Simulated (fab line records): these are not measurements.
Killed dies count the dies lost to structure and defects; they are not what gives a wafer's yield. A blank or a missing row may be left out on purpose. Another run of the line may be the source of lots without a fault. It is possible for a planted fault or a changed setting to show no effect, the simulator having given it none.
Which tool did it?    flow sky130    72 wafers from 24 lots sampled at 6 of the route's 708 steps

== WHAT THE GAUGES SHOWED, per wafer ==
SKY_VIA3_RS_MEAS_22: measurement is done with a four-point probe.
lot   measured      on             VIA3_W_RS (ohm/sq)
L074  day 39 12:16  film-metro-04  0.2930 0.2918 0.2938
L075  day 39 15:26  film-metro-02  0.2888 0.2884 0.2909
L076  day 40 08:44  film-metro-01  0.2910 0.2888 0.2882
L077  day 40 11:18  film-metro-04  0.2949 0.2987 0.2962
L078  day 41 01:23  film-metro-02  0.2914 0.2897 0.2928
L079  day 41 15:08  film-metro-02  0.2880 0.2916 0.2870
L080  day 41 15:36  film-metro-01  0.2922 0.2893 0.2920
L081  day 41 18:22  film-metro-01  0.2891 0.2903 0.2920
L082  day 41 21:14  film-metro-04  0.2950 0.2955 0.2930
L083  day 42 07:56  film-metro-04  0.2891 0.2903 0.2891
L084  day 42 09:59  film-metro-04  0.2909 0.2951 0.2916
L085  day 42 19:08  film-metro-02  0.2929 0.2943 0.2937
L086  day 43 02:26  film-metro-01  0.2925 0.2945 0.2960
L087  day 43 09:50  film-metro-01  0.2928 0.2912 0.2918
L088  day 43 13:55  film-metro-01  0.2881 0.2873 0.2845
L089  day 43 22:21  film-metro-04  0.2963 0.2915 0.2917
L090  day 44 07:29  film-metro-02  0.2893 0.2917 0.2894
L091  day 44 16:34  film-metro-02  0.2945 0.2888 0.2913
L092  day 45 07:13  film-metro-01  0.2954 0.2923 0.2923
L093  day 45 07:52  film-metro-02  0.2961 0.2948 0.2978
L095  day 45 10:32  film-metro-02  0.2936 0.2978 0.2923
L094  day 45 12:13  film-metro-02  0.2912 0.2916 0.2912
L096  day 45 16:41  film-metro-01  0.2984 0.2913 0.2898
L097  day 45 22:28  film-metro-01  0.2963 0.2930 0.2963

SKY_CAP2M_THK_MEAS_04: measures by xrf.
lot   measured      on             CAP2M_TIN_THK (nm)
L074  day 39 13:13  film-metro-01  202.9 206.1 202.8
L075  day 39 16:23  film-metro-01  196.6 203.2 198.7
L076  day 40 09:40  film-metro-03  203.7 200.0 202.9
L077  day 40 12:14  film-metro-03  204.1 204.8 199.9
L078  day 41 02:20  film-metro-02  202.9 204.9 205.5
L079  day 41 16:05  film-metro-02  203.6 203.8 202.8
L080  day 41 16:32  film-metro-03  205.9 201.9 205.6
L081  day 41 19:29  film-metro-01  202.6 200.6 205.7
L082  day 41 22:11  film-metro-03  205.0 203.1 204.3
L083  day 42 08:53  film-metro-03  202.9 203.7 202.8
L084  day 42 11:02  film-metro-01  202.2 200.4 201.4
L085  day 42 20:10  film-metro-03  201.0 201.0 201.4
L086  day 43 03:23  film-metro-03  203.3 204.0 203.7
L087  day 43 10:47  film-metro-01  201.1 202.6 203.7
L088  day 43 14:51  film-metro-02  203.7 202.3 203.8
L089  day 43 23:17  film-metro-02  205.1 204.6 204.7
L090  day 44 08:26  film-metro-03  200.5 203.2 202.6
L091  day 44 17:29  film-metro-03  198.9 200.0 200.4
L092  day 45 08:10  film-metro-01  197.4 199.6 199.8
L093  day 45 08:48  film-metro-02  205.5 202.2 204.8
L095  day 45 11:29  film-metro-02  202.3 205.0 204.2
L094  day 45 13:09  film-metro-03  201.6 205.1 201.7
L096  day 45 17:40  film-metro-03  202.0 200.9 199.9
L097  day 45 23:25  film-metro-02  201.9 201.8 200.5

== WHICH TOOL RAN EACH LOT (tool, then ch and the chambers of the sampled wafers, then the start) ==
lot   SKY_CAPM_CVD_00                  SKY_METAL3_DESCUM_15               SKY_VIA3_CMP_02                SKY_VIA3_STRIP_16
L074  pecvd-04 ch 1,2, day 36 03:55    rie-metal-02 ch 0,1, day 38 08:43  cmp-01 ch 0,1,3, day 38 09:52  plasma-asher-01 ch 0,1, day 39 11:29
L075  pecvd-03 ch 0,1, day 36 07:13    rie-metal-02 ch 0,1, day 38 11:55  cmp-01 ch 0,2,3, day 38 13:07  plasma-asher-04 ch 0,1, day 39 14:40
L076  pecvd-02 ch 0,1,2, day 37 02:20  rie-metal-04 ch 0,1, day 39 05:21  cmp-01 ch 1,2, day 39 06:33    plasma-asher-04 ch 0,1, day 40 07:54
L077  pecvd-03 ch 0,1, day 37 05:04    rie-metal-03 ch 0,1, day 39 07:44  cmp-01 ch 1,2, day 39 08:56    plasma-asher-01 ch 0,1, day 40 10:28
L078  pecvd-03 ch 0,1,2, day 37 19:31  rie-metal-04 ch 0,1, day 39 22:11  cmp-01 ch 2,3, day 39 23:23    plasma-asher-01 ch 0,1, day 41 00:37
L079  pecvd-03 ch 0,1,2, day 38 09:40  rie-metal-04 ch 1, day 40 11:59    cmp-01 ch 0,1,2, day 40 13:11  plasma-asher-02 ch 0,1, day 41 14:22
L080  pecvd-02 ch 0,1,2, day 38 10:14  rie-metal-04 ch 0,1, day 40 12:42  cmp-01 ch 0,3, day 40 13:59    plasma-asher-01 ch 0,1, day 41 14:48
L081  pecvd-04 ch 0,1,2, day 38 12:31  rie-metal-03 ch 0,1, day 40 15:28  cmp-01 ch 1,2,3, day 40 16:58  plasma-asher-01 ch 0,1, day 41 17:35
L082  pecvd-02 ch 0,2, day 38 16:50    rie-metal-04 ch 0,1, day 40 18:47  cmp-02 ch 0,2,3, day 40 20:02  plasma-asher-04 ch 0,1, day 41 20:28
L083  pecvd-03 ch 0,1,2, day 39 04:46  rie-metal-03 ch 0,1, day 41 06:14  cmp-01 ch 0,1,2, day 41 07:32  plasma-asher-04 ch 0,1, day 42 07:04
L084  pecvd-02 ch 1,2, day 39 05:55    rie-metal-03 ch 0,1, day 41 07:32  cmp-02 ch 1,2,3, day 41 08:41  plasma-asher-04 ch 0,1, day 42 09:10
L085  pecvd-02 ch 0,1,2, day 39 14:41  rie-metal-02 ch 0,1, day 41 16:43  cmp-01 ch 0,2,3, day 41 18:01  plasma-asher-01 ch 0,1, day 42 18:17
L086  pecvd-03 ch 0,1,2, day 40 00:30  rie-metal-03 ch 0,1, day 42 00:49  cmp-01 ch 1,2,3, day 42 01:58  plasma-asher-04 ch 0,1, day 43 01:40
L087  pecvd-02 ch 1,2, day 40 07:50    rie-metal-02 ch 0,1, day 42 08:07  cmp-01 ch 2,3, day 42 09:16    plasma-asher-02 ch 0,1, day 43 09:04
L088  pecvd-03 ch 0,2, day 40 11:18    rie-metal-02 ch 0,1, day 42 12:29  cmp-01 ch 0,1,3, day 42 13:49  plasma-asher-01 ch 0, day 43 13:07
L089  pecvd-02 ch 0,2, day 40 20:40    rie-metal-03 ch 1, day 42 20:38    cmp-01 ch 1,2,3, day 42 22:01  plasma-asher-04 ch 0,1, day 43 21:32
L090  pecvd-02 ch 1,2, day 41 05:10    rie-metal-02 ch 0,1, day 43 05:35  cmp-02 ch 1,2, day 43 06:47    plasma-asher-02 ch 0,1, day 44 06:43
L091  pecvd-02 ch 1,2, day 41 15:25    rie-metal-02 ch 0,1, day 43 14:42  cmp-01 ch 0,1,2, day 43 15:50  plasma-asher-01 ch 0,1, day 44 15:47
L092  pecvd-03 ch 0,1,2, day 42 08:17  rie-metal-02 ch 0,1, day 44 06:19  cmp-01 ch 0,1,3, day 44 07:51  plasma-asher-02 ch 0, day 45 06:25
L093  pecvd-02 ch 0,1,2, day 42 09:55  rie-metal-04 ch 0,1, day 44 07:26  cmp-01 ch 1,2,3, day 44 08:39  plasma-asher-04 ch 0,1, day 45 06:58
L095  pecvd-02 ch 0,1, day 42 11:04    rie-metal-03 ch 0,1, day 44 10:32  cmp-01 ch 0,2,3, day 44 11:41  plasma-asher-01 ch 0,1, day 45 09:40
L094  pecvd-02 ch 0,1,2, day 42 13:44  rie-metal-03 ch 1, day 44 12:26    cmp-02 ch 1,2,3, day 44 13:52  plasma-asher-01 ch 0,1, day 45 11:17
L096  pecvd-03 ch 1,2, day 42 18:10    rie-metal-02 ch 0,1, day 44 16:38  cmp-01 ch 0,1, day 44 18:00    plasma-asher-04 ch 0,1, day 45 15:49
L097  pecvd-04 ch 0,2, day 43 01:46    rie-metal-02 ch 0,1, day 44 23:08  cmp-02 ch 1,2,3, day 45 00:23  plasma-asher-02 ch 0, day 45 21:41
- SKY_CAPM_CVD_00: deposits SiO2, target thk 15.5 nm.
- SKY_METAL3_DESCUM_15: chemistry O2, time 8 s.
- SKY_VIA3_CMP_02: polishes SiO2.
- SKY_VIA3_STRIP_16: strips in O2/N2.

== AS READ BY THE TOOLS THEMSELVES (means over the sampled wafers that have a number; for cases with no such wafer, the mark the record gives instead) ==
SKY_CAPM_CVD_00.
lot   tool      heater-power-w (W)
L074  pecvd-04  693
L075  pecvd-03  850
L076  pecvd-02  781
L077  pecvd-03  784
L078  pecvd-03  822
L079  pecvd-03  794
L080  pecvd-02  733
L081  pecvd-04  780
L082  pecvd-02  719
L083  pecvd-03  754
L084  pecvd-02  761
L085  pecvd-02  729
L086  pecvd-03  747
L087  pecvd-02  784
L088  pecvd-03  718
L089  pecvd-02  742
L090  pecvd-02  742
L091  pecvd-02  707
L092  pecvd-03  814
L093  pecvd-02  771
L095  pecvd-02  743
L094  pecvd-02  718
L096  pecvd-03  753
L097  pecvd-04  769

SKY_METAL3_DESCUM_15.
lot   tool          drypump-motor-current-A (A)  oes-product-au (a.u.)
L074  rie-metal-02  5.27                         1.000
L075  rie-metal-02  5.24                         0.992
L076  rie-metal-04  5.78                         1.003
L077  rie-metal-03  5.65                         0.997
L078  rie-metal-04  5.77                         1.019
L079  rie-metal-04  5.68                         1.015
L080  rie-metal-04  5.84                         1.014
L081  rie-metal-03  5.63                         0.993
L082  rie-metal-04  5.77                         1.002
L083  rie-metal-03  5.63                         1.000
L084  rie-metal-03  5.63                         0.988
L085  rie-metal-02  5.26                         0.998
L086  rie-metal-03  5.55                         1.006
L087  rie-metal-02  5.25                         1.008
L088  rie-metal-02  5.40                         0.998
L089  rie-metal-03  5.72                         1.000
L090  rie-metal-02  5.45                         0.998
L091  rie-metal-02  5.43                         1.001
L092  rie-metal-02  5.24                         0.996
L093  rie-metal-04  5.86                         0.996
L095  rie-metal-03  5.57                         0.989
L094  rie-metal-03  5.72                         0.982
L096  rie-metal-02  5.45                         0.994
L097  rie-metal-02  5.47                         1.007

SKY_VIA3_CMP_02.
lot   tool    motor-current-A (A)
L074  cmp-01  13.4
L075  cmp-01  12.6
L076  cmp-01  12.8
L077  cmp-01  12.3
L078  cmp-01  12.2
L079  cmp-01  13.0
L080  cmp-01  13.9
L081  cmp-01  12.2
L082  cmp-02  12.5
L083  cmp-01  13.6
L084  cmp-02  13.0
L085  cmp-01  13.1
L086  cmp-01  12.8
L087  cmp-01  12.5
L088  cmp-01  13.0
L089  cmp-01  12.4
L090  cmp-02  12.5
L091  cmp-01  13.6
L092  cmp-01  13.5
L093  cmp-01  12.4
L095  cmp-01  12.8
L094  cmp-02  12.8
L096  cmp-01  13.8
L097  cmp-02  12.4

SKY_VIA3_STRIP_16.
lot   tool             drypump-motor-current-A (A)  oes-product-au (a.u.)  strip-time-to-endpoint-s (s)
L074  plasma-asher-01  6.4                          0.402                  4.12
L075  plasma-asher-04  5.7                          0.404                  4.14
L076  plasma-asher-04  5.9                          0.402                  4.09
L077  plasma-asher-01  6.4                          0.402                  4.13
L078  plasma-asher-01  6.4                          0.400                  4.13
L079  plasma-asher-02  5.1                          0.403                  4.18
L080  plasma-asher-01  6.4                          0.402                  4.13
L081  plasma-asher-01  6.4                          0.401                  4.12
L082  plasma-asher-04  5.7                          0.402                  4.12
L083  plasma-asher-04  5.7                          0.398                  4.16
L084  plasma-asher-04  5.8                          0.400                  4.14
L085  plasma-asher-01  6.3                          0.407                  4.15
L086  plasma-asher-04  5.7                          0.405                  4.12
L087  plasma-asher-02  5.1                          0.404                  4.14
L088  plasma-asher-01  6.5                          0.400                  4.18
L089  plasma-asher-04  5.8                          0.405                  4.16
L090  plasma-asher-02  5.3                          0.404                  4.14
L091  plasma-asher-01  6.4                          0.401                  4.11
L092  plasma-asher-02  5.5                          0.403                  4.12
L093  plasma-asher-04  5.8                          0.400                  4.12
L095  plasma-asher-01  6.4                          0.400                  4.11
L094  plasma-asher-01  6.3                          0.393                  4.10
L096  plasma-asher-04  5.7                          0.406                  4.11
L097  plasma-asher-02  5.5                          0.403                  4.16

== THE ANSWER, worked out from the rows above alone ==
Rule: the usual values come from the lots themselves. The widest of any qualifying gaps counts: lots, ordered by their means at a reading, are off when they make up no more than a third of the lots, leave a main group of 4 or more, and stand apart from it by 3 or more times the standard deviation of that group's means. A main group is skipped when, at the precision printed for the reading in the tables above, its means are all equal. A lot without any number at a reading at which 4 lots or more have one is off too. The other lots that the step has rows for count as sound. The gauges are gone through in route order, then the tools' own readings, and for those a lot's mean is taken as printed above. The first step at which some lot is off is used, and at that step the reading that is off furthest; a lot without a number counts as furthest.
Across all readings shown, no lot is off: no conclusion can be drawn from this.

== WHAT WAS PUT IN BY THE SIMULATOR ==
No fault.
